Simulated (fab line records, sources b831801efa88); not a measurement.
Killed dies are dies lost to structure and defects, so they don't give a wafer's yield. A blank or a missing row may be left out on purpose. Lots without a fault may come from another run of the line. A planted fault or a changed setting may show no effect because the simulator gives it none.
fab line records | flow sky130
record lots=14 wafers=42 last_day=49
route steps=708 shown GATE_OXIDE@203 LI_CONTACT@365 CONTACT@406
lots that met no fault: from a run of the same line without faults
start_h: hours from the record's first day to the start of the lot's first wafer shown | wait_h: hours since the lot's step before | " the same as in the row above | L1.1+2: a row that stands for several wafers | - no value, or no start given | * or withheld: withheld | < > ~ a bound
route shown NAME@n: a module of which the file shows steps, and the number in the route of the first | usual: mean/standard deviation of fault-free wafers | same: alike in all rows | chamber/n: place in a boat | sites: the reading at each site | _std_site: their standard deviation | _edge_site: outer sites' mean less inner sites' | radius_mm: how far each site lies from the wafer's centre | mask NAME#n: copy n | behind: the tool/chamber that last shaped the wafer | hold: why the lot was held/for how many hours/how that ended | device: the transistor (n, p or np) that didn't switch | end of line: the same wafers' tests at the end of the route | a step without rows: its recipe alone | killed: dies lost to structure and defects at the first sort, not the wafer's yield | map: a wafer's dies, x killed, . not, _ none there
set.NAME: the setting as run; set.NAME@STEP: as run at that earlier step | model.NAME: the simulator's own value behind a step, which no gauge read
steps of the route over a sample of lots; a table a step, a row a wafer
services: from which hour (start_h, from the record's first day; less than 0 if before it) a tool's chamber was out of use, for how many hours, and why
## steps
# step SKY_GATE_OXIDE_OXIDATION_16
# recipe temp_c=800 ambient=O2 idle_temp_c=700 ramp_up_c_per_min=10 ramp_down_c_per_min=3 stabilise_s=600 purge_s=300 target_thk_a=35.7 ox_time_s=1915
# usual ramp_down_c_per_min=3.0000/0.00053 stabilise_s=600/0
# same ox_time_s=1915
# columns lot.wafer tool chamber start_h wait_h ramp_down_c_per_min stabilise_s
L931.1 furnace-02 0 308.34 0.7 2.9992 600
L931.2 " 0 " " 3.0003 600
L931.5 " 0 " " 3.0003 600
L932.2 furnace-01 0 311.79 1.7 3.0004 600
L932.3 " 0 " " 2.9990 600
L932.6 " 0 " " 2.9996 600
L933.3 furnace-02 0 321.11 0.7 2.9994 600
L933.5 " 0 " " 2.9999 600
L933.6 " 0 " " 3.0004 600
L934.2 furnace-01 0 338.87 2.3 3.0000 600
L934.3 " 0 " " 2.9999 600
L934.5 " 0 " " 3.0009 600
L935.1 furnace-02 0 345.96 1.1 3.0003 600
L935.4 " 0 " " 3.0007 600
L935.6 " 0 " " 3.0000 600
L936.2 furnace-01 0 350.21 0.7 3.0003 600
L936.4 " 0 " " 2.9998 600
L936.6 " 0 " " 3.0011 600
L937.3 furnace-01 0 362.88 0.0 2.9999 600
L937.4 " 0 " " 3.0008 600
L937.5 " 0 " " 2.9997 600
L938.1 furnace-02 0 371.81 0.1 2.9991 600
L938.2 " 0 " " 3.0002 600
L938.3 " 0 " " 3.0000 600
L939.1 furnace-02 0 377.77 0.0 2.9999 600
L939.3 " 0 " " 2.9997 600
L939.5 " 0 " " 2.9996 600
L940.4 furnace-02 0 384.03 0.0 2.9996 600
L940.5 " 0 " " 2.9994 600
L940.6 " 0 " " 3.0000 600
L946.1 furnace-01 0 435.37 0.6 3.0004 600
L946.2 " 0 " " 3.0010 600
L946.4 " 0 " " 2.9997 600
L949.2 furnace-02 0 460.39 0.0 2.9998 5400
L949.4 " 0 " " 3.0001 5400
L949.6 " 0 " " 2.9997 5400
L950.2 furnace-02 0 472.00 0.3 2.9998 5400
L950.3 " 0 " " 2.9996 5400
L950.4 " 0 " " 2.9998 5400
L951.1 furnace-01 0 480.15 0.1 2.9995 600
L951.3 " 0 " " 3.0013 600
L951.5 " 0 " " 2.9996 600
# step SKY_LI_CONTACT_BOW_MEAS_03
# recipe mode=bow
# usual LI_CONTACT_BOW=56/7.1
# columns lot.wafer tool chamber start_h wait_h LI_CONTACT_BOW[um]
L931.1 film_metro-01 - 644.50 0.2 68
L931.2 " - " " 50
L931.5 " - " " 62
L932.2 film_metro-01 - 650.52 0.3 62
L932.3 " - " " 59
L932.6 " - " " 56
L933.3 film_metro-01 - 662.22 0.1 57
L933.5 " - " " 60
L933.6 " - " " 48
L934.2 film_metro-01 - 679.52 0.3 51
L934.3 " - " " 62
L934.5 " - " " 50
L935.1 film_metro-04 - 687.41 0.1 63
L935.4 " - " " 68
L935.6 " - " " 50
L936.2 film_metro-04 - 692.91 0.3 73
L936.4 " - " " 54
L936.6 " - " " 62
L937.3 film_metro-01 - 705.15 0.2 56
L937.4 " - " " 49
L937.5 " - " " 47
L938.1 film_metro-03 - 710.55 0.2 50
L938.2 " - " " 63
L938.3 " - " " 50
L939.1 film_metro-03 - 718.81 0.1 49
L939.3 " - " " 46
L939.5 " - " " 58
L940.4 film_metro-01 - 722.46 0.2 58
L940.5 " - " " 58
L940.6 " - " " 60
L946.1 film_metro-01 - 769.11 0.1 55
L946.2 " - " " 48
L946.4 " - " " 47
L949.2 film_metro-03 - 790.73 0.2 51
L949.4 " - " " 50
L949.6 " - " " 41
L950.2 film_metro-03 - 800.44 0.2 60
L950.3 " - " " 58
L950.4 " - " " 67
L951.1 film_metro-03 - 805.56 0.1 45
L951.3 " - " " 46
L951.5 " - " " 55
# step SKY_CONTACT_CVD_00
# recipe material=Si3N4 target_thk_nm=75 temp_c=400 time_s=withheld rf_w=450
# usual heater_power_w=746/110
# columns lot.wafer tool chamber start_h wait_h heater_power_w
L931.1 pecvd-01 2 704.76 0.0 848
L931.2 " 0 " " 620
L931.5 " 2 " " 869
L932.2 pecvd-03 2 709.44 0.0 770
L932.3 " 0 " " 670
L932.6 " 0 " " 700
L933.3 pecvd-03 0 720.94 0.0 714
L933.5 " 1 " " 861
L933.6 " 2 " " 800
L934.2 pecvd-03 1 737.20 0.0 884
L934.3 " 0 " " 685
L934.5 " 0 " " 676
L935.1 pecvd-03 0 744.46 0.0 701
L935.4 " 2 " " 777
L935.6 " 0 " " 702
L936.2 pecvd-02 1 750.58 0.0 757
L936.4 " 2 " " 719
L936.6 " 0 " " 691
L937.3 pecvd-02 0 762.55 0.0 728
L937.4 " 0 " " 722
L937.5 " 2 " " 645
L938.1 pecvd-01 1 767.79 0.0 615
L938.2 " 0 " " 691
L938.3 " 2 " " 782
L939.1 pecvd-03 0 774.90 0.0 667
L939.3 " 2 " " 728
L939.5 " 0 " " 689
L940.4 pecvd-03 0 779.32 0.0 691
L940.5 " 2 " " 773
L940.6 " 1 " " 933
L946.1 pecvd-01 2 823.83 0.0 891
L946.2 " 0 " " 635
L946.4 " 2 " " 919
L949.2 pecvd-01 0 844.29 0.0 619
L949.4 " 2 " " 905
L949.6 " 2 " " 913
L950.2 pecvd-01 1 854.59 0.0 506
L950.3 " 0 " " 676
L950.4 " 2 " " 778
L951.1 pecvd-03 1 860.54 0.0 953
L951.3 " 2 " " 713
L951.5 " 1 " " 961
# step SKY_CONTACT_CD_MEAS_14
# recipe target_cd_nm=170
# usual cd_nm=169.9/1.6
# columns lot.wafer tool chamber start_h wait_h cd_nm
L931.1 cd_sem-02 - 732.82 - 169.5
L931.2 " - " " 172.5
L931.5 " - " " 172.7
L932.2 cd_sem-01 - 737.39 - 169.2
L932.3 " - " " 169.4
L932.6 " - " " 169.4
L933.3 cd_sem-02 - 748.91 - 172.8
L933.5 " - " " 171.1
L933.6 " - " " 171.7
L934.2 cd_sem-02 - 764.84 - 169.2
L934.3 " - " " 168.7
L934.5 " - " " 170.6
L935.1 cd_sem-01 - 771.12 - 169.0
L935.4 " - " " 168.0
L935.6 " - " " 168.7
L936.2 cd_sem-01 - 778.05 - 171.7
L936.4 " - " " 171.9
L936.6 " - " " 171.2
L937.3 cd_sem-01 - 789.56 - 170.7
L937.4 " - " " 171.4
L937.5 " - " " 171.1
L938.1 cd_sem-02 - 794.82 - 170.0
L938.2 " - " " 170.1
L938.3 " - " " 170.8
L939.1 cd_sem-01 - 801.82 - 170.1
L939.3 " - " " 169.6
L939.5 " - " " 169.2
L940.4 cd_sem-01 - 805.83 - 169.9
L940.5 " - " " 167.6
L940.6 " - " " 168.4
L946.1 cd_sem-02 - 850.42 - 171.3
L946.2 " - " " 172.5
L946.4 " - " " 172.4
L949.2 cd_sem-01 - 870.29 - 169.3
L949.4 " - " " 169.0
L949.6 " - " " 170.3
L950.2 cd_sem-01 - 881.34 - 170.2
L950.3 " - " " 169.3
L950.4 " - " " 170.0
L951.1 cd_sem-01 - 886.27 - 169.5
L951.3 " - " " 167.5
L951.5 " - " " 167.8
## services
# columns tool chamber start_h hours kind
furnace-01 - 285.14 4.1 pm
furnace-02 - 295.47 3.6 pm
pecvd-02 - 316.82 2.8 pm
furnace-01 - 324.63 4.1 pm
furnace-02 - 329.69 3.7 pm
pecvd-02 1 357.08 11.1 repair
pecvd-03 0 403.95 25.9 repair
furnace-02 - 462.36 2.6 pm
furnace-02 - 484.67 9.4 pm
furnace-01 - 496.50 17.3 pm
pecvd-03 0 496.76 8.2 repair
pecvd-01 - 501.61 0.5 repair
pecvd-03 1 558.17 9.1 repair
furnace-01 - 567.09 5.6 pm
furnace-01 - 585.33 3.7 pm
furnace-02 - 611.39 3.5 pm
furnace-02 - 630.86 2.9 pm
furnace-02 - 686.89 3.0 pm
pecvd-01 2 718.78 4.3 repair
furnace-01 - 752.65 2.4 pm
furnace-02 - 798.36 3.5 pm
pecvd-01 - 814.44 2.8 pm
pecvd-03 2 834.14 3.7 repair
furnace-01 - 849.09 3.5 pm
## key
first_sign step=SKY_GATE_OXIDE_OXIDATION_16 reading=stabilise_s direction=up sigmas=99+ usual=600 struck=5400
effect none on later readings
met_at SKY_GATE_OXIDE_OXIDATION_16
struck_lots L949,L950
tester_left_out L949,L950
not_acting_at SKY_LI_CONTACT_BOW_MEAS_03,SKY_CONTACT_CVD_00,SKY_CONTACT_CD_MEAS_14
onset_between 384.03 460.39
fault kind=process_parameter_drift tool=furnace-02 chamber=- onset_h=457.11 steps=SKY_GATE_OXIDE_OXIDATION_16 channel=stabilise_s offset=4800 shape=step end_h=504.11 acts_in=these_recipes_only stated=600
# tester_left_out: of these lots the tester's yield and bins aren't shown, on N5 and GAA mostly nor the transistor test; their killed dies are dies lost to structure and defects alone, not to doping, threshold or leakage, so they don't give the yield
